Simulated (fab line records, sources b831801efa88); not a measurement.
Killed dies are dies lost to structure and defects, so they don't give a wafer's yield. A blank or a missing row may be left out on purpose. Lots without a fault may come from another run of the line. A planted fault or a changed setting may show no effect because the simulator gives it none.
Problem report in the 8D (eight disciplines) form, filled by code | flow gf180mcu | the parts of the form that need people (team, actions taken, sign-off) are left out

1. THE PROBLEM
chamber_pressure_pa at GF_M1_SPUTTER_04 reads a mean of 0.3017 Pa on 6 wafers of 2 lots; wafers without a fault read 0.4000 Pa with a standard deviation of 0.00079. That is -99 or more standard deviations from the usual mean.
The step: material TiN, target thk 50 nm, time 41.7 s.
First seen on wafer L252.3, day 18 23:10, on pvd_sputter-01. The record holds 39 wafers of 13 lots with a number at this step. Rule for "out", or "out of limits": more than 4 standard deviations from the usual mean. The other wafers with a number count as sound.

2. WHAT IT IS AND WHAT IT IS NOT
question                    | is                     | is not
which readings at this step | chamber_pressure_pa    | -
which lots                  | L252, L253             | L244, L245, L247, L248, L259, L261, L262, L263, L264, L265, L266
which wafers of those lots  | all that have a number | -
read on which tools         | pvd_sputter-01         | pvd_sputter-02, pvd_sputter-03
when                        | from day 18 23:10      | up to then (12 sound wafers); but 21 sound wafers of L259, L261, L262, L263, L264, L265, L266 came after

3. SUSPECTS, AND WHAT RULES EACH OUT
Counting: a tool at a process step up to the reading stays a suspect if it ran every lot that is out and no sound lot after the first of them.
- pvd_sputter-01 at GF_M1_SPUTTER_04 (material TiN, target thk 50 nm, time 41.7 s): ruled out as a lasting fault. Sound lots L259, L266 ran on it after its first lot that is out, L252 (day 18 23:10).
Left after counting: nothing in the record.

4. THE CAUSE (what the simulator had put in)
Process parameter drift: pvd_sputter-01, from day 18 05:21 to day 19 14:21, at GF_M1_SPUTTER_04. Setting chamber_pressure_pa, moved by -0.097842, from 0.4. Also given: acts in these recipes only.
Counting ruled it out, wrongly.

5. THE CHAIN OF EFFECTS, in route order
Each row: a reading whose mean over the struck wafers that have a number lies more than 3 standard deviations from the usual. Only readings for which the record gives a usual standard deviation are gone through. hours: the time from each lot's start at the first step in this table that gives one to its start at this step, as a median over the lots. sigmas: the change in usual standard deviations.
hours | step             | reading             | usual     | on struck wafers | change  | sigmas
0     | GF_M1_SPUTTER_04 | chamber_pressure_pa | 0.4000 Pa | 0.3017           | -0.0983 | -99 or more
0     | GF_M1_SPUTTER_04 | throttle_valve_pct  | 30.4 %    | 36.7             | +6.3    | +4.2
The process steps in it:
- GF_M1_SPUTTER_04: material TiN, target thk 50 nm, time 41.7 s.
Later measuring or inspecting steps at which every struck wafer that the step has a row for has a number for every such reading, and none has moved that far: GF_V1_THK_MEAS_01, GF_V1_BOW_MEAS_05.

6. WHAT WOULD HAVE CAUGHT IT SOONER
In this record the first reading out of limits was taken at day 18 23:10, 18 hours after the fault began at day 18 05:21.
